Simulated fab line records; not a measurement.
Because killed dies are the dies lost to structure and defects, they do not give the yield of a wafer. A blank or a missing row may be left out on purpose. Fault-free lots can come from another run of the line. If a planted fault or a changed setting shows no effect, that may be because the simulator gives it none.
2 desks looking at one fault + flow gf180mcu + what lay behind the numbers comes last; until then each desk has only its own

## THE TOOL OWNER'S DESK: rie metal-04
The tool's own readings at GF_M4_METAL_ETCH_16 (etches the open film in Cl2/BCl3, stops on SiO2, target depth 750.8 nm, time 125.1 s): means of the sampled wafers that have a number, for each lot that ran on this tool. Any lot whose mean is over 4 standard deviations away from the usual mean is out of limits and marked OUT; that distance is given in the brackets.
Columns: A = drypump motor current A at GF_M4_METAL_ETCH_16, usual 5.8 A; B = oes product au at GF_M4_METAL_ETCH_16, usual 0.992 a.u.; C = throttle valve pct at GF_M4_METAL_ETCH_16, usual 28.228 %
| lot  | first seen here | A   | B     | C      |
|------|-----------------|-----|-------|--------|
| L105 | day 24 03:02    | 5.6 | 0.990 | 28.232 |
| L107 | day 24 20:57    | 5.9 | 0.989 | 28.223 |
| L113 | day 27 00:14    | 5.6 | 1.001 | 28.212 |
| L114 | day 27 03:05    | 5.9 | 1.000 | 28.213 |
| L123 | day 29 16:47    | 6.1 | 0.997 | 28.218 |
This desk's finding: nothing out of limits on any of the 5 lots.

## THE METROLOGY DESK
What the gauges read for every lot (on any tool): the sampled wafers with a number, averaged. Any lot whose mean is over 4 standard deviations away from the usual mean is out of limits and marked OUT; that distance is given in the brackets.
Columns: A = V3_CVD_02_THK at GF_V3_THK_MEAS_03, usual 851 nm; B = V3_OVL at GF_V3_OVL_MEAS_15, usual -2 nm; C = V3_W_RS at GF_V3_RS_MEAS_24, usual 0.328 ohm/sq
| lot  | first seen here | A   | B   | C     |
|------|-----------------|-----|-----|-------|
| L105 | day 22 03:22    | 852 | -5  | 0.327 |
| L107 | day 22 22:43    | 850 | 2   | 0.330 |
| L108 | day 23 04:56    | 843 | -7  | 0.335 |
| L113 | day 25 04:04    | 857 | 5   | 0.328 |
| L114 | day 25 06:52    | 851 | -0  | 0.332 |
| L116 | day 26 01:38    | 855 | -12 | 0.326 |
| L118 | day 26 13:04    | 846 | -10 | 0.330 |
| L120 | day 27 10:19    | 851 | 1   | 0.325 |
| L123 | day 28 00:03    | 861 | -0  | 0.328 |
| L124 | day 28 04:28    | 866 | -4  | 0.327 |
| L125 | day 28 19:14    | 865 | -11 | 0.329 |
| L126 | day 28 23:50    | 857 | -7  | 0.326 |
This desk's finding: nothing out of limits on any of the 12 lots.

## ALL TOGETHER
The desk of the tool owner found nothing out of limits.
At the metrology desk, nothing out of limits was observed.

## WHAT THE SIMULATOR HAD PUT IN
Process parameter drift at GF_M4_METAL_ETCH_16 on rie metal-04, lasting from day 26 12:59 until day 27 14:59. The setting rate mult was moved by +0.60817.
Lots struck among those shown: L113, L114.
